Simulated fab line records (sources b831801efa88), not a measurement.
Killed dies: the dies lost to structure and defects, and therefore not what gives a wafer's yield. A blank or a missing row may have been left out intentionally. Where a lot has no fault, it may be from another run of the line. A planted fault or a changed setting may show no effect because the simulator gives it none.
The tool behind it: which one? || flow gf180mcu || Sampling: 24 lots, 72 wafers, 6 of 602 route steps

== WHAT EACH GAUGE READ, for each wafer ==
GF_MVPSD_OVL_MEAS_07. Usual: MVPSD_OVL gives 0.8 nm (standard deviation 1.3).
{"lot": "L074", "measured": "day 5 00:20", "on": "overlay-02", "MVPSD_OVL (nm)": "-0.2 0.9 2.3", "flag": ""}
{"lot": "L075", "measured": "day 5 06:43", "on": "overlay-02", "MVPSD_OVL (nm)": "1.2 2.6 2.7", "flag": ""}
{"lot": "L076", "measured": "day 5 13:22", "on": "overlay-02", "MVPSD_OVL (nm)": "0.4 1.4 -0.2", "flag": ""}
{"lot": "L077", "measured": "day 5 15:48", "on": "overlay-01", "MVPSD_OVL (nm)": "-0.1 -0.6 -0.5", "flag": ""}
{"lot": "L078", "measured": "day 6 03:29", "on": "overlay-02", "MVPSD_OVL (nm)": "1.6 1.6 -0.7", "flag": ""}
{"lot": "L079", "measured": "day 6 05:29", "on": "overlay-01", "MVPSD_OVL (nm)": "0.5 0.9 1.3", "flag": ""}
{"lot": "L080", "measured": "day 6 11:08", "on": "overlay-01", "MVPSD_OVL (nm)": "1.4 0.4 2.4", "flag": ""}
{"lot": "L081", "measured": "day 6 17:15", "on": "overlay-02", "MVPSD_OVL (nm)": "1.3 0.6 1.3", "flag": ""}
{"lot": "L082", "measured": "day 6 23:41", "on": "overlay-02", "MVPSD_OVL (nm)": "0.7 1.0 1.9", "flag": ""}
{"lot": "L084", "measured": "day 7 07:03", "on": "overlay-02", "MVPSD_OVL (nm)": "0.2 0.4 1.4", "flag": ""}
{"lot": "L083", "measured": "day 7 08:12", "on": "overlay-02", "MVPSD_OVL (nm)": "2.9 2.4 1.9", "flag": ""}
{"lot": "L085", "measured": "day 7 13:38", "on": "overlay-02", "MVPSD_OVL (nm)": "-0.5 -1.8 -2.5", "flag": ""}
{"lot": "L086", "measured": "day 7 21:41", "on": "overlay-02", "MVPSD_OVL (nm)": "0.8 1.5 -0.5", "flag": ""}
{"lot": "L087", "measured": "day 8 03:17", "on": "overlay-02", "MVPSD_OVL (nm)": "4.0 1.7 2.2", "flag": ""}
{"lot": "L088", "measured": "day 8 08:32", "on": "overlay-02", "MVPSD_OVL (nm)": "1.8 3.7 3.4", "flag": ""}
{"lot": "L089", "measured": "day 8 13:03", "on": "overlay-02", "MVPSD_OVL (nm)": "-2.2 -1.8 0.2", "flag": ""}
{"lot": "L090", "measured": "day 8 19:59", "on": "overlay-02", "MVPSD_OVL (nm)": "-1.1 -0.8 -0.2", "flag": ""}
{"lot": "L091", "measured": "day 9 05:54", "on": "overlay-02", "MVPSD_OVL (nm)": "1.0 0.8 0.0", "flag": ""}
{"lot": "L092", "measured": "day 9 13:41", "on": "overlay-02", "MVPSD_OVL (nm)": "1.8 1.1 -1.2", "flag": ""}
{"lot": "L093", "measured": "day 9 19:16", "on": "overlay-01", "MVPSD_OVL (nm)": "2.5 3.5 1.5", "flag": ""}
{"lot": "L094", "measured": "day 10 06:23", "on": "overlay-01", "MVPSD_OVL (nm)": "0.8 0.4 -0.1", "flag": ""}
{"lot": "L096", "measured": "day 10 16:47", "on": "overlay-01", "MVPSD_OVL (nm)": "-0.1 0.2 0.2", "flag": ""}
{"lot": "L095", "measured": "day 10 19:02", "on": "overlay-01", "MVPSD_OVL (nm)": "1.1 -0.4 -0.9", "flag": ""}
{"lot": "L097", "measured": "day 11 00:29", "on": "overlay-02", "MVPSD_OVL (nm)": "1.4 1.2 -0.1", "flag": ""}

GF_V5_THK_MEAS_25: measures by xrf. Usual: V5_W_THK gives 355 nm (standard deviation 6.2).
{"lot": "L074", "measured": "day 27 08:20", "on": "film_metro-02", "V5_W_THK (nm)": "358 359 356", "flag": ""}
{"lot": "L075", "measured": "day 27 16:40", "on": "film_metro-01", "V5_W_THK (nm)": "347 351 351", "flag": ""}
{"lot": "L076", "measured": "day 28 02:47", "on": "film_metro-01", "V5_W_THK (nm)": "357 354 353", "flag": ""}
{"lot": "L077", "measured": "day 28 01:54", "on": "film_metro-04", "V5_W_THK (nm)": "370 366 362", "flag": ""}
{"lot": "L078", "measured": "day 28 17:55", "on": "film_metro-02", "V5_W_THK (nm)": "354 359 360", "flag": ""}
{"lot": "L079", "measured": "day 28 18:16", "on": "film_metro-01", "V5_W_THK (nm)": "351 353 351", "flag": ""}
{"lot": "L080", "measured": "day 29 00:58", "on": "film_metro-01", "V5_W_THK (nm)": "354 349 350", "flag": ""}
{"lot": "L081", "measured": "day 29 04:08", "on": "film_metro-04", "V5_W_THK (nm)": "368 368 365", "flag": ""}
{"lot": "L082", "measured": "day 29 16:01", "on": "film_metro-01", "V5_W_THK (nm)": "348 343 347", "flag": ""}
{"lot": "L084", "measured": "day 30 06:42", "on": "film_metro-04", "V5_W_THK (nm)": "359 359 360", "flag": ""}
{"lot": "L083", "measured": "day 30 02:50", "on": "film_metro-02", "V5_W_THK (nm)": "361 359 360", "flag": ""}
{"lot": "L085", "measured": "day 30 09:19", "on": "film_metro-02", "V5_W_THK (nm)": "359 357 355", "flag": ""}
{"lot": "L086", "measured": "day 30 20:34", "on": "film_metro-01", "V5_W_THK (nm)": "345 351 347", "flag": ""}
{"lot": "L087", "measured": "day 31 03:13", "on": "film_metro-01", "V5_W_THK (nm)": "351 350 350", "flag": ""}
{"lot": "L088", "measured": "day 31 06:13", "on": "film_metro-02", "V5_W_THK (nm)": "359 355 363", "flag": ""}
{"lot": "L089", "measured": "day 31 12:23", "on": "film_metro-02", "V5_W_THK (nm)": "363 358 359", "flag": ""}
{"lot": "L090", "measured": "day 31 15:35", "on": "film_metro-02", "V5_W_THK (nm)": "362 363 358", "flag": ""}
{"lot": "L091", "measured": "day 32 03:51", "on": "film_metro-04", "V5_W_THK (nm)": "364 363 356", "flag": ""}
{"lot": "L092", "measured": "day 32 10:03", "on": "film_metro-01", "V5_W_THK (nm)": "347 344 344", "flag": ""}
{"lot": "L093", "measured": "day 32 16:13", "on": "film_metro-02", "V5_W_THK (nm)": "359 354 358", "flag": ""}
{"lot": "L094", "measured": "day 33 03:45", "on": "film_metro-01", "V5_W_THK (nm)": "351 352 352", "flag": ""}
{"lot": "L096", "measured": "day 33 11:26", "on": "film_metro-01", "V5_W_THK (nm)": "358 353 352", "flag": ""}
{"lot": "L095", "measured": "day 33 12:26", "on": "film_metro-02", "V5_W_THK (nm)": "348 345 351", "flag": ""}
{"lot": "L097", "measured": "day 33 19:44", "on": "film_metro-01", "V5_W_THK (nm)": "351 352 353", "flag": ""}

== TOOL THAT RAN EACH LOT (tool first, then ch and the chambers of the sampled wafers, then the start) ==
{"lot": "L074", "GF_V1_ETCH_16": "rie_diel-03 ch 1,2,3, day 18 07:11", "GF_V1_CMP_26": "cmp-01 ch 1,2, day 18 08:17", "GF_MIM_SPUTTER_04": "pvd_sputter-01, day 24 13:53", "GF_V5_CVD_23": "cvd_w-01 ch 1, day 27 08:06"}
{"lot": "L075", "GF_V1_ETCH_16": "rie_diel-02 ch 2,3, day 18 14:59", "GF_V1_CMP_26": "cmp-01 ch 1,2,3, day 18 16:09", "GF_MIM_SPUTTER_04": "pvd_sputter-04, day 24 21:00", "GF_V5_CVD_23": "cvd_w-01 ch 0,1, day 27 16:25"}
{"lot": "L076", "GF_V1_ETCH_16": "rie_diel-02 ch 1,3, day 19 02:11", "GF_V1_CMP_26": "cmp-01 ch 0,2,3, day 19 03:22", "GF_MIM_SPUTTER_04": "pvd_sputter-04, day 25 07:47", "GF_V5_CVD_23": "cvd_w-02 ch 0,1, day 28 02:33"}
{"lot": "L077", "GF_V1_ETCH_16": "rie_diel-04 ch 0,3, day 19 01:32", "GF_V1_CMP_26": "cmp-01 ch 1,2,3, day 19 02:35", "GF_MIM_SPUTTER_04": "pvd_sputter-01, day 25 07:27", "GF_V5_CVD_23": "cvd_w-02 ch 0,1, day 28 01:40"}
{"lot": "L078", "GF_V1_ETCH_16": "rie_diel-03 ch 0,1,3, day 19 20:14", "GF_V1_CMP_26": "cmp-02 ch 0,1,3, day 19 21:20", "GF_MIM_SPUTTER_04": "pvd_sputter-02, day 26 00:24", "GF_V5_CVD_23": "cvd_w-02 ch 0, day 28 17:40"}
{"lot": "L079", "GF_V1_ETCH_16": "rie_diel-02 ch 1,2, day 19 22:02", "GF_V1_CMP_26": "cmp-01 ch 1,2, day 19 23:08", "GF_MIM_SPUTTER_04": "pvd_sputter-02, day 26 00:43", "GF_V5_CVD_23": "cvd_w-01 ch 0,1, day 28 18:01"}
{"lot": "L080", "GF_V1_ETCH_16": "rie_diel-04 ch 0,1,3, day 20 06:35", "GF_V1_CMP_26": "cmp-01 ch 2,3, day 20 07:40", "GF_MIM_SPUTTER_04": "pvd_sputter-02, day 26 08:29", "GF_V5_CVD_23": "cvd_w-02 ch 0,1, day 29 00:43"}
{"lot": "L081", "GF_V1_ETCH_16": "rie_diel-03 ch 2,3, day 20 12:35", "GF_V1_CMP_26": "cmp-02 ch 1,2,3, day 20 13:49", "GF_MIM_SPUTTER_04": "pvd_sputter-01, day 26 12:11", "GF_V5_CVD_23": "cvd_w-01 ch 0,1, day 29 03:55"}
{"lot": "L082", "GF_V1_ETCH_16": "rie_diel-04 ch 0,1,2, day 20 23:26", "GF_V1_CMP_26": "cmp-01 ch 2,3, day 21 00:29", "GF_MIM_SPUTTER_04": "pvd_sputter-02, day 27 00:53", "GF_V5_CVD_23": "cvd_w-01 ch 0,1, day 29 15:47"}
{"lot": "L084", "GF_V1_ETCH_16": "rie_diel-04 ch 0,2,3, day 21 17:35", "GF_V1_CMP_26": "cmp-01 ch 0,1,3, day 21 18:44", "GF_MIM_SPUTTER_04": "pvd_sputter-02, day 27 17:30", "GF_V5_CVD_23": "cvd_w-02 ch 0,1, day 30 06:28"}
{"lot": "L083", "GF_V1_ETCH_16": "rie_diel-02 ch 0,1,3, day 21 15:08", "GF_V1_CMP_26": "cmp-02 ch 0,2,3, day 21 16:13", "GF_MIM_SPUTTER_04": "pvd_sputter-01, day 27 13:49", "GF_V5_CVD_23": "cvd_w-01 ch 0,1, day 30 02:37"}
{"lot": "L085", "GF_V1_ETCH_16": "rie_diel-03 ch 1,2,3, day 21 20:02", "GF_V1_CMP_26": "cmp-01 ch 0,2,3, day 21 21:17", "GF_MIM_SPUTTER_04": "pvd_sputter-02, day 27 19:32", "GF_V5_CVD_23": "cvd_w-02 ch 0,1, day 30 09:05"}
{"lot": "L086", "GF_V1_ETCH_16": "rie_diel-04 ch 2,3, day 22 10:53", "GF_V1_CMP_26": "cmp-01 ch 0,2,3, day 22 11:56", "GF_MIM_SPUTTER_04": "pvd_sputter-01, day 28 09:01", "GF_V5_CVD_23": "cvd_w-01 ch 0,1, day 30 20:19"}
{"lot": "L087", "GF_V1_ETCH_16": "rie_diel-02 ch 0,2,3, day 22 20:20", "GF_V1_CMP_26": "cmp-02 ch 0,2,3, day 22 21:23", "GF_MIM_SPUTTER_04": "pvd_sputter-01, day 28 15:47", "GF_V5_CVD_23": "cvd_w-02 ch 1, day 31 02:59"}
{"lot": "L088", "GF_V1_ETCH_16": "rie_diel-03 ch 0,2,3, day 23 01:08", "GF_V1_CMP_26": "cmp-02 ch 0,1,3, day 23 02:11", "GF_MIM_SPUTTER_04": "pvd_sputter-04, day 28 20:13", "GF_V5_CVD_23": "cvd_w-02 ch 0,1, day 31 05:58"}
{"lot": "L089", "GF_V1_ETCH_16": "rie_diel-02 ch 0,2,3, day 23 08:41", "GF_V1_CMP_26": "cmp-01 ch 1,2,3, day 23 09:44", "GF_MIM_SPUTTER_04": "pvd_sputter-01, day 29 02:39", "GF_V5_CVD_23": "cvd_w-01 ch 0,1, day 31 12:10"}
{"lot": "L090", "GF_V1_ETCH_16": "rie_diel-02 ch 1,2, day 23 14:17", "GF_V1_CMP_26": "cmp-02 ch 1,2,3, day 23 15:29", "GF_MIM_SPUTTER_04": "pvd_sputter-04, day 29 06:35", "GF_V5_CVD_23": "cvd_w-01 ch 0,1, day 31 15:22"}
{"lot": "L091", "GF_V1_ETCH_16": "rie_diel-04 ch 0,2,3, day 24 05:08", "GF_V1_CMP_26": "cmp-01 ch 0,1,2, day 24 06:11", "GF_MIM_SPUTTER_04": "pvd_sputter-04, day 29 20:01", "GF_V5_CVD_23": "cvd_w-01 ch 0,1, day 32 03:37"}
{"lot": "L092", "GF_V1_ETCH_16": "rie_diel-04 ch 1,2,3, day 24 14:47", "GF_V1_CMP_26": "cmp-02 ch 1,2,3, day 24 15:56", "GF_MIM_SPUTTER_04": "pvd_sputter-01, day 30 03:48", "GF_V5_CVD_23": "cvd_w-02 ch 0,1, day 32 09:49"}
{"lot": "L093", "GF_V1_ETCH_16": "rie_diel-03 ch 0,1,3, day 24 19:53", "GF_V1_CMP_26": "cmp-01 ch 0,1,2, day 24 20:57", "GF_MIM_SPUTTER_04": "pvd_sputter-04, day 30 09:07", "GF_V5_CVD_23": "cvd_w-02 ch 0,1, day 32 15:58"}
{"lot": "L094", "GF_V1_ETCH_16": "rie_diel-02 ch 0,1,3, day 25 13:08", "GF_V1_CMP_26": "cmp-01 ch 0,1,2, day 25 14:11", "GF_MIM_SPUTTER_04": "pvd_sputter-02, day 30 22:20", "GF_V5_CVD_23": "cvd_w-02 ch 0,1, day 33 03:31"}
{"lot": "L096", "GF_V1_ETCH_16": "rie_diel-04 ch 0,2,3, day 25 23:35", "GF_V1_CMP_26": "cmp-01 ch 0,2,3, day 26 00:41", "GF_MIM_SPUTTER_04": "pvd_sputter-02, day 31 07:12", "GF_V5_CVD_23": "cvd_w-02 ch 0,1, day 33 11:12"}
{"lot": "L095", "GF_V1_ETCH_16": "rie_diel-02 ch 0,1,3, day 26 02:35", "GF_V1_CMP_26": "cmp-01 ch 0,1,3, day 26 03:46", "GF_MIM_SPUTTER_04": "pvd_sputter-04, day 31 09:11", "GF_V5_CVD_23": "cvd_w-01 ch 0,1, day 33 12:12"}
{"lot": "L097", "GF_V1_ETCH_16": "rie_diel-04 ch 0,2, day 26 06:59", "GF_V1_CMP_26": "cmp-02 ch 0,1, day 26 08:13", "GF_MIM_SPUTTER_04": "pvd_sputter-01, day 31 14:53", "GF_V5_CVD_23": "cvd_w-01 ch 0,1, day 33 19:29"}
- GF_V1_ETCH_16: etches BARC in N2/H2.
- GF_V1_CMP_26: polishes, stops on SiO2, t overpolish 15 s, target thk 0 nm.
- GF_MIM_SPUTTER_04: material TiN, target thk 50 nm, time 41.7 s.
- GF_V5_CVD_23: deposits W, target thk 350 nm, time 104.9 s.

== AS READ BY THE TOOLS THEMSELVES (means over the sampled wafers that have a number; for cases with no such wafer, the mark the record gives instead) ==
GF_V1_ETCH_16. Usual: drypump_motor_current_A 5.6 A, standard deviation 0.39; oes_product_au 0.855 a.u., standard deviation 0.0045; throttle_valve_pct 13.224 %, standard deviation 0.0092.
{"lot": "L074", "tool": "rie_diel-03", "drypump_motor_current_A (A)": 6.0, "oes_product_au (a.u.)": 0.854, "throttle_valve_pct (%)": 13.234, "flag": ""}
{"lot": "L075", "tool": "rie_diel-02", "drypump_motor_current_A (A)": 5.6, "oes_product_au (a.u.)": 0.856, "throttle_valve_pct (%)": 13.224, "flag": ""}
{"lot": "L076", "tool": "rie_diel-02", "drypump_motor_current_A (A)": 5.3, "oes_product_au (a.u.)": 0.855, "throttle_valve_pct (%)": 13.220, "flag": ""}
{"lot": "L077", "tool": "rie_diel-04", "drypump_motor_current_A (A)": 5.6, "oes_product_au (a.u.)": 0.856, "throttle_valve_pct (%)": 13.219, "flag": ""}
{"lot": "L078", "tool": "rie_diel-03", "drypump_motor_current_A (A)": 6.1, "oes_product_au (a.u.)": 0.853, "throttle_valve_pct (%)": 13.225, "flag": ""}
{"lot": "L079", "tool": "rie_diel-02", "drypump_motor_current_A (A)": 5.6, "oes_product_au (a.u.)": 0.853, "throttle_valve_pct (%)": 13.228, "flag": ""}
{"lot": "L080", "tool": "rie_diel-04", "drypump_motor_current_A (A)": 5.4, "oes_product_au (a.u.)": 0.860, "throttle_valve_pct (%)": 13.229, "flag": ""}
{"lot": "L081", "tool": "rie_diel-03", "drypump_motor_current_A (A)": 6.2, "oes_product_au (a.u.)": 0.856, "throttle_valve_pct (%)": 13.222, "flag": ""}
{"lot": "L082", "tool": "rie_diel-04", "drypump_motor_current_A (A)": 5.3, "oes_product_au (a.u.)": 0.849, "throttle_valve_pct (%)": 13.219, "flag": ""}
{"lot": "L084", "tool": "rie_diel-04", "drypump_motor_current_A (A)": 5.6, "oes_product_au (a.u.)": 0.856, "throttle_valve_pct (%)": 13.220, "flag": ""}
{"lot": "L083", "tool": "rie_diel-02", "drypump_motor_current_A (A)": 5.5, "oes_product_au (a.u.)": 0.856, "throttle_valve_pct (%)": 13.211, "flag": ""}
{"lot": "L085", "tool": "rie_diel-03", "drypump_motor_current_A (A)": 6.0, "oes_product_au (a.u.)": 0.853, "throttle_valve_pct (%)": 13.220, "flag": ""}
{"lot": "L086", "tool": "rie_diel-04", "drypump_motor_current_A (A)": 5.3, "oes_product_au (a.u.)": 0.855, "throttle_valve_pct (%)": 13.214, "flag": ""}
{"lot": "L087", "tool": "rie_diel-02", "drypump_motor_current_A (A)": 5.6, "oes_product_au (a.u.)": 0.853, "throttle_valve_pct (%)": 13.228, "flag": ""}
{"lot": "L088", "tool": "rie_diel-03", "drypump_motor_current_A (A)": 6.1, "oes_product_au (a.u.)": 0.855, "throttle_valve_pct (%)": 13.226, "flag": ""}
{"lot": "L089", "tool": "rie_diel-02", "drypump_motor_current_A (A)": 5.6, "oes_product_au (a.u.)": 0.855, "throttle_valve_pct (%)": 13.227, "flag": ""}
{"lot": "L090", "tool": "rie_diel-02", "drypump_motor_current_A (A)": 5.8, "oes_product_au (a.u.)": 0.856, "throttle_valve_pct (%)": 13.223, "flag": ""}
{"lot": "L091", "tool": "rie_diel-04", "drypump_motor_current_A (A)": 5.6, "oes_product_au (a.u.)": 0.851, "throttle_valve_pct (%)": 13.224, "flag": ""}
{"lot": "L092", "tool": "rie_diel-04", "drypump_motor_current_A (A)": 5.2, "oes_product_au (a.u.)": 0.857, "throttle_valve_pct (%)": 13.224, "flag": ""}
{"lot": "L093", "tool": "rie_diel-03", "drypump_motor_current_A (A)": 6.0, "oes_product_au (a.u.)": 0.864, "throttle_valve_pct (%)": 13.226, "flag": ""}
{"lot": "L094", "tool": "rie_diel-02", "drypump_motor_current_A (A)": 5.5, "oes_product_au (a.u.)": 0.855, "throttle_valve_pct (%)": 13.235, "flag": ""}
{"lot": "L096", "tool": "rie_diel-04", "drypump_motor_current_A (A)": 5.5, "oes_product_au (a.u.)": 0.856, "throttle_valve_pct (%)": 13.225, "flag": ""}
{"lot": "L095", "tool": "rie_diel-02", "drypump_motor_current_A (A)": 5.5, "oes_product_au (a.u.)": 0.853, "throttle_valve_pct (%)": 13.217, "flag": ""}
{"lot": "L097", "tool": "rie_diel-04", "drypump_motor_current_A (A)": 5.7, "oes_product_au (a.u.)": 0.856, "throttle_valve_pct (%)": 13.224, "flag": ""}

GF_V1_CMP_26. Usual: motor_current_A 9.7 A, standard deviation 1; overpolish_run_s 14.999 s, standard deviation 0.0091; retaining_ring_pressure_frac 1.000, standard deviation 0.0051; time_to_endpoint_s 86.7 s, standard deviation 2.9.
{"lot": "L074", "tool": "cmp-01", "motor_current_A (A)": 9.9, "overpolish_run_s (s)": 14.997, "retaining_ring_pressure_frac": 1.003, "time_to_endpoint_s (s)": 87.7, "flag": ""}
{"lot": "L075", "tool": "cmp-01", "motor_current_A (A)": 9.6, "overpolish_run_s (s)": 15.000, "retaining_ring_pressure_frac": 1.000, "time_to_endpoint_s (s)": 86.6, "flag": ""}
{"lot": "L076", "tool": "cmp-01", "motor_current_A (A)": 9.0, "overpolish_run_s (s)": 14.992, "retaining_ring_pressure_frac": 1.000, "time_to_endpoint_s (s)": 91.5, "flag": ""}
{"lot": "L077", "tool": "cmp-01", "motor_current_A (A)": 9.1, "overpolish_run_s (s)": 14.996, "retaining_ring_pressure_frac": 0.998, "time_to_endpoint_s (s)": 90.7, "flag": ""}
{"lot": "L078", "tool": "cmp-02", "motor_current_A (A)": 10.1, "overpolish_run_s (s)": 14.999, "retaining_ring_pressure_frac": 1.003, "time_to_endpoint_s (s)": 83.6, "flag": ""}
{"lot": "L079", "tool": "cmp-01", "motor_current_A (A)": 9.6, "overpolish_run_s (s)": 14.997, "retaining_ring_pressure_frac": 1.003, "time_to_endpoint_s (s)": 91.1, "flag": ""}
{"lot": "L080", "tool": "cmp-01", "motor_current_A (A)": 8.5, "overpolish_run_s (s)": 15.004, "retaining_ring_pressure_frac": 1.004, "time_to_endpoint_s (s)": 87.6, "flag": ""}
{"lot": "L081", "tool": "cmp-02", "motor_current_A (A)": 10.2, "overpolish_run_s (s)": 14.996, "retaining_ring_pressure_frac": 0.998, "time_to_endpoint_s (s)": 85.7, "flag": ""}
{"lot": "L082", "tool": "cmp-01", "motor_current_A (A)": 8.6, "overpolish_run_s (s)": 15.004, "retaining_ring_pressure_frac": 1.001, "time_to_endpoint_s (s)": 90.2, "flag": ""}
{"lot": "L084", "tool": "cmp-01", "motor_current_A (A)": 10.1, "overpolish_run_s (s)": 14.995, "retaining_ring_pressure_frac": 0.993, "time_to_endpoint_s (s)": 86.4, "flag": ""}
{"lot": "L083", "tool": "cmp-02", "motor_current_A (A)": 10.3, "overpolish_run_s (s)": 15.006, "retaining_ring_pressure_frac": 1.001, "time_to_endpoint_s (s)": 86.0, "flag": ""}
{"lot": "L085", "tool": "cmp-01", "motor_current_A (A)": 8.9, "overpolish_run_s (s)": 14.996, "retaining_ring_pressure_frac": 0.996, "time_to_endpoint_s (s)": 87.5, "flag": ""}
{"lot": "L086", "tool": "cmp-01", "motor_current_A (A)": 9.1, "overpolish_run_s (s)": 15.001, "retaining_ring_pressure_frac": 0.998, "time_to_endpoint_s (s)": 83.6, "flag": ""}
{"lot": "L087", "tool": "cmp-02", "motor_current_A (A)": 10.1, "overpolish_run_s (s)": 15.005, "retaining_ring_pressure_frac": 1.001, "time_to_endpoint_s (s)": 84.0, "flag": ""}
{"lot": "L088", "tool": "cmp-02", "motor_current_A (A)": 10.0, "overpolish_run_s (s)": 15.007, "retaining_ring_pressure_frac": 0.997, "time_to_endpoint_s (s)": 84.0, "flag": ""}
{"lot": "L089", "tool": "cmp-01", "motor_current_A (A)": 9.2, "overpolish_run_s (s)": 14.996, "retaining_ring_pressure_frac": 0.999, "time_to_endpoint_s (s)": 86.1, "flag": ""}
{"lot": "L090", "tool": "cmp-02", "motor_current_A (A)": 10.3, "overpolish_run_s (s)": 14.999, "retaining_ring_pressure_frac": 0.999, "time_to_endpoint_s (s)": 84.7, "flag": ""}
{"lot": "L091", "tool": "cmp-01", "motor_current_A (A)": 10.0, "overpolish_run_s (s)": 14.996, "retaining_ring_pressure_frac": 0.998, "time_to_endpoint_s (s)": 85.7, "flag": ""}
{"lot": "L092", "tool": "cmp-02", "motor_current_A (A)": 10.5, "overpolish_run_s (s)": 14.990, "retaining_ring_pressure_frac": 1.004, "time_to_endpoint_s (s)": 86.1, "flag": ""}
{"lot": "L093", "tool": "cmp-01", "motor_current_A (A)": 10.0, "overpolish_run_s (s)": 15.003, "retaining_ring_pressure_frac": 0.999, "time_to_endpoint_s (s)": 87.3, "flag": ""}
{"lot": "L094", "tool": "cmp-01", "motor_current_A (A)": 10.0, "overpolish_run_s (s)": 14.997, "retaining_ring_pressure_frac": 1.005, "time_to_endpoint_s (s)": 86.4, "flag": ""}
{"lot": "L096", "tool": "cmp-01", "motor_current_A (A)": 8.9, "overpolish_run_s (s)": 15.008, "retaining_ring_pressure_frac": 0.999, "time_to_endpoint_s (s)": 87.9, "flag": ""}
{"lot": "L095", "tool": "cmp-01", "motor_current_A (A)": 9.8, "overpolish_run_s (s)": 14.994, "retaining_ring_pressure_frac": 1.003, "time_to_endpoint_s (s)": 86.7, "flag": ""}
{"lot": "L097", "tool": "cmp-02", "motor_current_A (A)": 9.9, "overpolish_run_s (s)": 14.991, "retaining_ring_pressure_frac": 1.000, "time_to_endpoint_s (s)": 82.8, "flag": ""}

GF_MIM_SPUTTER_04. Usual: throttle_valve_pct reads 29.7 % (standard deviation 1.5).
{"lot": "L074", "tool": "pvd_sputter-01", "throttle_valve_pct (%)": 30.0, "flag": ""}
{"lot": "L075", "tool": "pvd_sputter-04", "throttle_valve_pct (%)": 29.1, "flag": ""}
{"lot": "L076", "tool": "pvd_sputter-04", "throttle_valve_pct (%)": 28.8, "flag": ""}
{"lot": "L077", "tool": "pvd_sputter-01", "throttle_valve_pct (%)": 30.7, "flag": ""}
{"lot": "L078", "tool": "pvd_sputter-02", "throttle_valve_pct (%)": 30.2, "flag": ""}
{"lot": "L079", "tool": "pvd_sputter-02", "throttle_valve_pct (%)": 30.2, "flag": ""}
{"lot": "L080", "tool": "pvd_sputter-02", "throttle_valve_pct (%)": 30.8, "flag": ""}
{"lot": "L081", "tool": "pvd_sputter-01", "throttle_valve_pct (%)": 28.0, "flag": ""}
{"lot": "L082", "tool": "pvd_sputter-02", "throttle_valve_pct (%)": 29.9, "flag": ""}
{"lot": "L084", "tool": "pvd_sputter-02", "throttle_valve_pct (%)": 30.4, "flag": ""}
{"lot": "L083", "tool": "pvd_sputter-01", "throttle_valve_pct (%)": 30.9, "flag": ""}
{"lot": "L085", "tool": "pvd_sputter-02", "throttle_valve_pct (%)": 30.1, "flag": ""}
{"lot": "L086", "tool": "pvd_sputter-01", "throttle_valve_pct (%)": 30.7, "flag": ""}
{"lot": "L087", "tool": "pvd_sputter-01", "throttle_valve_pct (%)": 28.6, "flag": ""}
{"lot": "L088", "tool": "pvd_sputter-04", "throttle_valve_pct (%)": 29.0, "flag": ""}
{"lot": "L089", "tool": "pvd_sputter-01", "throttle_valve_pct (%)": 30.9, "flag": ""}
{"lot": "L090", "tool": "pvd_sputter-04", "throttle_valve_pct (%)": 29.0, "flag": ""}
{"lot": "L091", "tool": "pvd_sputter-04", "throttle_valve_pct (%)": 29.1, "flag": ""}
{"lot": "L092", "tool": "pvd_sputter-01", "throttle_valve_pct (%)": 31.5, "flag": ""}
{"lot": "L093", "tool": "pvd_sputter-04", "throttle_valve_pct (%)": 29.8, "flag": ""}
{"lot": "L094", "tool": "pvd_sputter-02", "throttle_valve_pct (%)": 30.9, "flag": ""}
{"lot": "L096", "tool": "pvd_sputter-02", "throttle_valve_pct (%)": 30.3, "flag": ""}
{"lot": "L095", "tool": "pvd_sputter-04", "throttle_valve_pct (%)": 29.4, "flag": ""}
{"lot": "L097", "tool": "pvd_sputter-01", "throttle_valve_pct (%)": 31.3, "flag": ""}

GF_V5_CVD_23. Usual: heater_power_w reads 815 W (standard deviation 88).
{"lot": "L074", "tool": "cvd_w-01", "heater_power_w (W)": 747, "flag": ""}
{"lot": "L075", "tool": "cvd_w-01", "heater_power_w (W)": 820, "flag": ""}
{"lot": "L076", "tool": "cvd_w-02", "heater_power_w (W)": 742, "flag": ""}
{"lot": "L077", "tool": "cvd_w-02", "heater_power_w (W)": 748, "flag": ""}
{"lot": "L078", "tool": "cvd_w-02", "heater_power_w (W)": 727, "flag": ""}
{"lot": "L079", "tool": "cvd_w-01", "heater_power_w (W)": 879, "flag": ""}
{"lot": "L080", "tool": "cvd_w-02", "heater_power_w (W)": 779, "flag": ""}
{"lot": "L081", "tool": "cvd_w-01", "heater_power_w (W)": 881, "flag": ""}
{"lot": "L082", "tool": "cvd_w-01", "heater_power_w (W)": 883, "flag": ""}
{"lot": "L084", "tool": "cvd_w-02", "heater_power_w (W)": 754, "flag": ""}
{"lot": "L083", "tool": "cvd_w-01", "heater_power_w (W)": 879, "flag": ""}
{"lot": "L085", "tool": "cvd_w-02", "heater_power_w (W)": 755, "flag": ""}
{"lot": "L086", "tool": "cvd_w-01", "heater_power_w (W)": 827, "flag": ""}
{"lot": "L087", "tool": "cvd_w-02", "heater_power_w (W)": 824, "flag": ""}
{"lot": "L088", "tool": "cvd_w-02", "heater_power_w (W)": 764, "flag": ""}
{"lot": "L089", "tool": "cvd_w-01", "heater_power_w (W)": 817, "flag": ""}
{"lot": "L090", "tool": "cvd_w-01", "heater_power_w (W)": 888, "flag": ""}
{"lot": "L091", "tool": "cvd_w-01", "heater_power_w (W)": 882, "flag": ""}
{"lot": "L092", "tool": "cvd_w-02", "heater_power_w (W)": 785, "flag": ""}
{"lot": "L093", "tool": "cvd_w-02", "heater_power_w (W)": 794, "flag": ""}
{"lot": "L094", "tool": "cvd_w-02", "heater_power_w (W)": 793, "flag": ""}
{"lot": "L096", "tool": "cvd_w-02", "heater_power_w (W)": 793, "flag": ""}
{"lot": "L095", "tool": "cvd_w-01", "heater_power_w (W)": 887, "flag": ""}
{"lot": "L097", "tool": "cvd_w-01", "heater_power_w (W)": 896, "flag": ""}

== THE ANSWER, worked out from the rows above alone ==
Rule: a lot is off if the mean of its wafers that have a number lies more than 3 standard deviations from the usual mean. A lot without any number at a reading at which 4 lots or more have one is off too. The other lots that the step has rows for count as sound. Order of review: gauges by route order, followed by the tools' own readings, for which a lot's mean as printed above is used. The first step at which some lot is off is used, and at that step the reading that is off furthest; a lot without a number counts as furthest.
Across all readings shown, no lot is off: no conclusion can be drawn from this.

== WHAT THE SIMULATOR HAD PUT IN ==
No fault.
